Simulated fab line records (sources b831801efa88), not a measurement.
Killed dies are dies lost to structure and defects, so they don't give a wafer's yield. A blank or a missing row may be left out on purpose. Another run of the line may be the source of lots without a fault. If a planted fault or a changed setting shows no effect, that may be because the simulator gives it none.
Code-filled problem report in 8D (eight disciplines) form    flow sky130    the parts of the form that need people (team, actions taken, sign-off) are left out

== 1. WHAT IS WRONG ==
Wafers free of any fault read 1630 nm (standard deviation 18) for VIA3_HDPCVD_THK at SKY_VIA3_THK_MEAS_01, against a mean of 1065 nm on 6 wafers of 2 lots. That puts it -31 standard deviations away from the usual mean.
The first sign was on wafer L424.1 at day 43 02:47, on film-metro-01. At this step, 42 wafers from 14 lots have a number in the record. By rule, "out" or "out of limits" means more than 4 standard deviations away from the usual mean. Any other wafer with a number is counted as sound.

== 2. WHAT IT IS, WHAT IT ISN'T ==
question                     is                      is not
which readings at this step  VIA3_HDPCVD_THK         -
which lots                   L424, L426              L409, L410, L412, L414, L415, L416, L417, L419, L422, L423, L429, L432
which wafers of those lots   all that have a number  -
read on which gauges         film-metro-01           film-metro-02, film-metro-03
when                         from day 43 02:47       up to then (30 sound wafers); but 6 sound wafers of L429, L432 came after

== 3. SUSPECTS, AND WHAT RULES EACH OUT ==
Counting: a tool at a process step up to the reading stays a suspect if it ran every lot that is out and no sound lot after the first of them.
- the gauge at SKY_VIA3_THK_MEAS_01: kept. All the wafers that are out were read on film-metro-01, and no step on other tools shows them out.
- hdpcvd-02 at SKY_VIA3_HDPCVD_00 (deposits SiO2, target thk 1635 nm, time 272.5 s): kept. Every lot that is out went through it, starting with L424 (day 43 02:37), and after that it ran no sound lot; the last sound lot it ran before then is L422 (day 42 14:08).
Remaining after the count are hdpcvd-02 at SKY_VIA3_HDPCVD_00 and film-metro-01 at SKY_VIA3_THK_MEAS_01.

== 4. THE CAUSE (what the simulator had put in) ==
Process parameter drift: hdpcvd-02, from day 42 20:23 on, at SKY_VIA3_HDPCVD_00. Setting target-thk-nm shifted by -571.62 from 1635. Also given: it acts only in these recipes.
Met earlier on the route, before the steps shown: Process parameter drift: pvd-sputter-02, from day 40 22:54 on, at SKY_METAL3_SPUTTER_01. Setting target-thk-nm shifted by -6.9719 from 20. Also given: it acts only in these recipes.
Counting left 2 suspects, and this tool is among them.

== 5. THE EFFECT CHAIN, in route order ==
One row per reading whose mean, taken over the struck wafers that have a number, lies over 3 standard deviations from the usual. Only readings for which the record gives a usual standard deviation are gone through. hours: the time from each lot's start at the first step in this table that gives one to its start at this step, as a median over the lots. sigmas: the change in usual standard deviations.
hours  step                  reading          usual    on struck wafers  change  sigmas
0      SKY_VIA3_THK_MEAS_01  VIA3_HDPCVD_THK  1630 nm  1065              -565    -31

== 6. HOW IT WOULD HAVE BEEN CAUGHT EARLIER ==
In this record the first reading out of limits at a measuring or inspecting step was taken at day 43 02:47, 6 hours after the fault began at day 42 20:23.
Lots out: 2; of these, L426 started SKY_VIA3_HDPCVD_00 on hdpcvd-02 after day 43 02:47. A hold on the tool at that time would have spared it.
